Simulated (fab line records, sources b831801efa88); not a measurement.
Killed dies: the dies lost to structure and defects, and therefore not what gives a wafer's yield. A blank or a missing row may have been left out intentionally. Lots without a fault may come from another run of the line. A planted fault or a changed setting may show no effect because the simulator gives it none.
fab line records	flow gf180mcu
record lots=5	wafers=15	last_day=34
route steps=602 shown HV_LDD@234 NSD@235 PSD@248
lots with no fault: from the same line, run without faults
start_h: the number of hours between the record's first day and the start of the first shown wafer of the lot	wait_h: time in hours since the lot's previous step	" repeats the value in the row above	L1.1+2: several wafers, shown together as one row	- value missing, or start not given	* or withheld: withheld	< > ~ a bound
route shown NAME@n: names a module that has steps shown in the file, with the first one's number in the route	usual: the fault-free wafers' mean and standard deviation	same: alike in all rows	chamber/n: place in a boat	sites: the reading at each site	_std_site: how widely they spread, as a standard deviation	_edge_site: inner sites' mean taken away from outer sites' mean	radius_mm: how far each site lies from the wafer's centre	mask NAME#n: copy n	behind: tool/chamber where the wafer was last shaped	hold: the reason the lot was held/the length of the hold in hours/how it ended	device: the n, p or np transistor that did not switch	end of line: the same wafers' tests at the end of the route	where a step has no rows: the recipe by itself	killed: not the wafer's yield, but the dies lost to structure and defects at the first sort	map: a wafer's dies, x killed, . not, _ none there
set.NAME: the run value of the setting; set.NAME@STEP: its run value at that earlier step	model.NAME: the simulator's own value behind a step, which no gauge read
lots at selected steps of the route; one table per step, one row per wafer
services: from which hour (start_h, from the record's first day; less than 0 if before it) a tool's chamber was out of use, for how many hours, and why
## steps
# step GF_HV_LDD_ETCHBACK_58
# recipe chemistry=CH3F/O2	target=Si3N4	stop_on=SiO2	source_w=400	bias_w=80	pressure_mtorr=25	ch3f_flow_sccm=40	O2_flow_sccm=30	time_s=100	target_depth_a=900
# usual drypump_motor_current_A=5.35/0.29	oes_product_au=0.843/0.0059	throttle_valve_pct=10.561/0.0091
# same time_s=100
lot.wafer	tool	chamber	start_h	wait_h	drypump_motor_current_A	oes_product_au	rf_hours_counter_h	throttle_valve_pct
L468.2	rie_diel-01	2	332.73	0.0	5.21	0.842	123	10.550
L468.3	"	1	"	"	5.48	0.831	3	10.558
L468.5	"	0	"	"	5.32	0.834	-	10.564
L476.4	rie_diel-02	1	400.03	0.1	5.95	0.844	-	10.558
L476.5	"	0	"	"	5.45	0.845	-	10.552
L476.6	"	3	"	"	5.39	0.846	-	10.557
L480.2	rie_diel-01	1	429.36	0.0	5.47	0.842	5	10.551
L480.3	"	2	"	"	5.22	0.839	2	10.555
L480.6	"	1	"	"	5.47	0.854	-	10.565
L483.1	rie_diel-04	0	453.82	0.1	4.90	0.839	25	10.580
L483.2	"	2	"	"	5.44	0.844	14	10.563
L483.6	"	0	"	"	4.89	0.844	-	10.575
L484.3	rie_diel-04	0	467.38	0.0	4.91	0.845	25	10.564
L484.5	"	2	"	"	5.43	0.842	-	10.569
L484.6	"	1	"	"	5.53	0.847	-	10.561
# step GF_NSD_DEHYDRATE_00
# recipe temp_c=200	time_s=60
# step GF_NSD_HMDS_01
# recipe prime_time_s=60	prime_temp_c=120
# step GF_NSD_COAT_02
# recipe resist=NOVOLAK	spin_rpm=3000	resist_thk_nm=1000
# step GF_NSD_SOFTBAKE_03
# recipe temp_c=90	time_s=60	resist=NOVOLAK
# step GF_NSD_EXPOSE_04
# recipe mask_id=Nplus	target_cd_nm=400	na=0.6	source_shape=conventional	sigma_outer=0.6	dose_mj=140
# step GF_NSD_PEB_05
# recipe temp_c=withheld	time_s=*	resist=NOVOLAK
# step GF_NSD_DEVELOP_06
# recipe develop_time_s=60	dev_temp_c=23
# step GF_NSD_CD_MEAS_07
# recipe target_cd_nm=400
# usual cd_nm=400.5/1.9
lot.wafer	tool	chamber	start_h	wait_h	cd_nm
L468.2	cd_sem-01	-	354.03	0.1	399.9
L468.3	"	-	"	"	401.8
L468.5	"	-	"	"	400.1
L476.4	cd_sem-02	-	423.90	0.1	399.1
L476.5	"	-	"	"	401.5
L476.6	"	-	"	"	400.6
L480.2	cd_sem-01	-	454.12	0.1	401.1
L480.3	"	-	"	"	399.1
L480.6	"	-	"	"	400.2
L483.1	cd_sem-02	-	477.44	0.1	399.6
L483.2	"	-	"	"	400.7
L483.6	"	-	"	"	401.2
L484.3	cd_sem-01	-	490.99	0.1	400.7
L484.5	"	-	"	"	399.1
L484.6	"	-	"	"	399.4
# step GF_NSD_OVL_MEAS_08
# usual NSD_OVL=0.8/1.5
lot.wafer	tool	chamber	start_h	wait_h	NSD_OVL[nm]
L468.2	overlay-01	-	354.13	0.1	3.3
L468.3	"	-	"	"	3.4
L468.5	"	-	"	"	4.7
L476.4	overlay-01	-	423.98	0.1	-0.8
L476.5	"	-	"	"	-0.5
L476.6	"	-	"	"	0.4
L480.2	overlay-01	-	454.23	0.1	1.6
L480.3	"	-	"	"	0.3
L480.6	"	-	"	"	2.0
L483.1	overlay-02	-	477.56	0.1	0.5
L483.2	"	-	"	"	-1.9
L483.6	"	-	"	"	1.8
L484.3	overlay-01	-	491.09	0.1	0.7
L484.5	"	-	"	"	1.6
L484.6	"	-	"	"	-0.6
# step GF_NSD_IMPLANT_09
# recipe species=As	energy_kev=60	dose_cm2=4e+15	tilt_deg=7
# step GF_NSD_IMPLANT_10
# recipe species=P	energy_kev=40	dose_cm2=5e+14	tilt_deg=7
# step GF_NSD_STRIP_11
# recipe chemistry=O2/N2	power_w=1400	pressure_mtorr=1500	platen_temp_c=250	o2_flow_sccm=3000	n2_flow_sccm=300	overash_fraction=0.5
# usual drypump_motor_current_A=5.6/0.46	heater_power_w=329/30	o2_flow_sccm=3000/9.5	oes_product_au=0.487/0.0044	strip_time_to_endpoint_s=22.96/0.037
lot.wafer	tool	chamber	start_h	wait_h	drypump_motor_current_A	heater_power_w	o2_flow_sccm	oes_product_au	rf_hours_counter_h	strip_time_to_endpoint_s	model.NOVOLAK_of_NSD_COAT_02.thk_nm
L468.2	plasma_asher-01	1	354.46	0.1	5.8	358	2995	0.491	73	23.01	0
L468.3	"	0	"	"	5.6	334	2988	0.490	-	22.99	0
L468.5	"	1	"	"	5.8	356	2982	0.491	-	22.96	0
L476.4	plasma_asher-04	0	424.33	0.1	5.2	316	2998	0.493	-	23.01	0
L476.5	"	1	"	"	5.4	376	2987	0.493	-	23.00	0
L476.6	"	0	"	"	5.1	306	3008	0.494	-	23.00	0
L480.2	plasma_asher-01	1	454.56	0.1	5.8	347	2991	0.367	3	-	604
L480.3	"	0	"	"	5.6	349	2991	0.379	-	-	605.3
L480.6	"	0	"	"	5.6	344	2989	0.367	-	-	605.6
L483.1	plasma_asher-03	1	477.89	0.1	5.2	284	2991	0.487	70	22.94	0
L483.2	"	0	"	"	6.4	334	3009	0.485	70	22.92	0
L483.6	"	0	"	"	6.4	323	3006	0.494	-	22.94	0
L484.3	plasma_asher-03	0	491.44	0.1	6.4	328	2997	0.487	-	22.95	0
L484.5	"	0	"	"	6.4	321	3000	0.485	-	22.98	0
L484.6	"	1	"	"	5.2	289	3005	0.489	-	22.93	0
# step GF_NSD_TW_MEAS_12
# usual NSD_TW=4278/38
lot.wafer	tool	chamber	start_h	wait_h	NSD_TW
L468.2	film_metro-04	-	354.57	0.1	4262
L468.3	"	-	"	"	4267
L468.5	"	-	"	"	4268
L476.4	film_metro-04	-	424.42	0.1	4278
L476.5	"	-	"	"	4243
L476.6	"	-	"	"	4245
L480.2	film_metro-02	-	454.67	0.1	4329
L480.3	"	-	"	"	4354
L480.6	"	-	"	"	4339
L483.1	film_metro-02	-	477.99	0.1	4360
L483.2	"	-	"	"	4313
L483.6	"	-	"	"	4352
L484.3	film_metro-04	-	491.53	0.1	4267
L484.5	"	-	"	"	4239
L484.6	"	-	"	"	4245
# step GF_PSD_DEHYDRATE_00
# recipe temp_c=200	time_s=60
# step GF_PSD_HMDS_01
# recipe prime_time_s=60	prime_temp_c=120
# step GF_PSD_COAT_02
# recipe resist=NOVOLAK	spin_rpm=3000	resist_thk_nm=1000
# step GF_PSD_SOFTBAKE_03
# recipe temp_c=90	time_s=60	resist=NOVOLAK
# step GF_PSD_EXPOSE_04
# recipe mask_id=Pplus	target_cd_nm=400	na=0.6	source_shape=conventional	sigma_outer=0.6	dose_mj=140
# step GF_PSD_PEB_05
# recipe temp_c=withheld	time_s=*	resist=NOVOLAK
# step GF_PSD_DEVELOP_06
# recipe develop_time_s=60	dev_temp_c=23
# step GF_PSD_CD_MEAS_07
# recipe target_cd_nm=400
# usual cd_nm=400.7/2.2
lot.wafer	tool	chamber	start_h	wait_h	cd_nm
L468.2	cd_sem-02	-	377.47	0.1	398.7
L468.3	"	-	"	"	400.1
L468.5	"	-	"	"	398.2
L476.4	cd_sem-02	-	448.62	0.1	401.2
L476.5	"	-	"	"	400.6
L476.6	"	-	"	"	399.6
L480.2	cd_sem-02	-	478.03	0.1	398.8
L480.3	"	-	"	"	400.4
L480.6	"	-	"	"	400.2
L483.1	cd_sem-01	-	501.65	0.1	401.3
L483.2	"	-	"	"	399.7
L483.6	"	-	"	"	399.6
L484.3	cd_sem-02	-	514.10	0.1	398.8
L484.5	"	-	"	"	400.6
L484.6	"	-	"	"	402.1
# step GF_PSD_OVL_MEAS_08
# usual PSD_OVL=1.2/1.7
lot.wafer	tool	chamber	start_h	wait_h	PSD_OVL[nm]
L468.2	overlay-01	-	377.58	0.1	-1.4
L468.3	"	-	"	"	0.7
L468.5	"	-	"	"	2.5
L476.4	overlay-01	-	448.69	0.1	1.9
L476.5	"	-	"	"	-1.0
L476.6	"	-	"	"	0.6
L480.2	overlay-02	-	478.13	0.1	-1.7
L480.3	"	-	"	"	-0.4
L480.6	"	-	"	"	-1.7
L483.1	overlay-02	-	501.77	0.1	1.7
L483.2	"	-	"	"	3.9
L483.6	"	-	"	"	3.5
L484.3	overlay-02	-	514.19	0.1	2.7
L484.5	"	-	"	"	1.4
L484.6	"	-	"	"	4.8
# step GF_PSD_IMPLANT_09
# recipe species=BF2	energy_kev=40	dose_cm2=1.5e+15	tilt_deg=7
# step GF_PSD_STRIP_10
# recipe chemistry=O2/N2	power_w=1400	pressure_mtorr=1500	platen_temp_c=250	o2_flow_sccm=3000	n2_flow_sccm=300	overash_fraction=0.5
# usual drypump_motor_current_A=5.8/0.48	heater_power_w=351/45	o2_flow_sccm=3000/8.9	oes_product_au=0.592/0.0049	strip_time_to_endpoint_s=16.53/0.038
lot.wafer	tool	chamber	start_h	wait_h	drypump_motor_current_A	heater_power_w	o2_flow_sccm	oes_product_au	rf_hours_counter_h	strip_time_to_endpoint_s
L468.2	plasma_asher-02	0	377.76	0.1	5.8	358	2987	0.593	25	16.58
L468.3	"	1	"	"	6.3	421	2999	0.589	-	16.51
L468.5	"	0	"	"	5.8	355	3003	0.590	-	16.53
L476.4	plasma_asher-03	0	448.90	0.1	6.5	330	3002	0.592	-	16.56
L476.5	"	0	"	"	6.4	330	2994	0.588	-	16.56
L476.6	"	1	"	"	5.2	284	2996	0.590	-	16.59
L480.2	plasma_asher-02	1	478.31	0.1	6.3	415	3003	0.638	36	25.64
L480.3	"	1	"	"	6.3	417	2984	0.639	-	25.66
L480.6	"	0	"	"	5.8	349	2997	0.629	-	25.68
L483.1	plasma_asher-04	1	501.95	0.1	5.4	368	3007	0.600	85	16.59
L483.2	"	0	"	"	5.1	313	2999	0.592	85	16.65
L483.6	"	1	"	"	5.4	379	3006	0.596	-	16.62
L484.3	plasma_asher-02	1	514.40	0.1	6.3	404	2999	0.595	-	16.56
L484.5	"	1	"	"	6.3	410	3010	0.584	-	16.50
L484.6	"	0	"	"	5.8	352	3002	0.588	-	16.52
# step GF_PSD_TW_MEAS_11
# usual PSD_TW=3196/30
lot.wafer	tool	chamber	start_h	wait_h	PSD_TW
L468.2	film_metro-04	-	377.87	0.1	3180
L468.3	"	-	"	"	3187
L468.5	"	-	"	"	3207
L476.4	film_metro-02	-	448.99	0.1	3246
L476.5	"	-	"	"	3224
L476.6	"	-	"	"	3223
L480.2	film_metro-04	-	478.42	0.1	30
L480.3	"	-	"	"	30
L480.6	"	-	"	"	30
L483.1	film_metro-04	-	502.05	0.1	3185
L483.2	"	-	"	"	3182
L483.6	"	-	"	"	3180
L484.3	film_metro-04	-	514.48	0.1	3177
L484.5	"	-	"	"	3192
L484.6	"	-	"	"	3179
# step GF_PSD_CLEAN_12
# recipe chemistry=SC1/SC2	mix=1:4:20	temp_c=70	time_s=150	dry=n2_spin
## services
tool	chamber	start_h	hours	kind
plasma_asher-04	-	317.38	1.7	repair
rie_diel-01	3	326.64	-	clean
rie_diel-01	3	326.64	13.8	scheduled_down
plasma_asher-01	-	338.43	3.3	repair
plasma_asher-03	-	344.01	4.4	repair
rie_diel-02	-	357.50	4.7	repair
rie_diel-02	-	364.19	2.9	repair
rie_diel-01	1	364.79	3.3	repair
rie_diel-02	2	389.73	8.1	repair
rie_diel-02	1	407.66	2.0	repair
rie_diel-01	-	409.46	2.2	repair
plasma_asher-01	-	421.25	9.0	pm
plasma_asher-02	-	428.39	2.3	repair
rie_diel-04	1	434.49	13.8	repair
rie_diel-02	1	437.98	4.0	repair
plasma_asher-04	-	447.92	2.8	pm
rie_diel-04	-	454.65	0.8	repair
rie_diel-04	-	463.21	4.0	pm
plasma_asher-04	-	465.11	13.4	repair
rie_diel-02	-	465.20	0.3	repair
plasma_asher-02	-	481.29	0.5	repair
rie_diel-01	3	497.55	4.2	repair
rie_diel-04	0	511.13	2.4	repair
rie_diel-02	1	514.09	4.0	repair
## key
first_sign step=GF_NSD_STRIP_11	reading=oes_product_au	direction=down	sigmas=26	usual=0.487	struck=0.371
effect step=GF_PSD_STRIP_10	reading=strip_time_to_endpoint_s	direction=up	sigmas=99+	usual=*	struck=*
effect step=GF_PSD_TW_MEAS_11	reading=PSD_TW	direction=down	sigmas=99+	usual=3196	struck=30
model_effect step=GF_NSD_STRIP_11	value=NOVOLAK_of_NSD_COAT_02.thk_nm	without=0	struck=605
met_at GF_NSD_STRIP_11
struck_wafers L480.2,L480.3,L480.6
sort_left_out L480.2,L480.3,L480.6
tester_left_out L480
onset_between 354.46 454.56
fault kind=strip_aborted	tool=plasma_asher-01	chamber=-	onset_h=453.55	steps=GF_NSD_STRIP_11	offset=0.59808	end_h=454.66
# tester_left_out: of these lots the tester's yield and bins aren't shown, on N5 and GAA mostly nor the transistor test; their killed dies are dies lost to structure and defects alone, not to doping, threshold or leakage, so they don't give the yield
# sort_left_out: the simulated sort isn't trusted on such a fault, so these wafers' sort isn't shown, and their yield isn't known
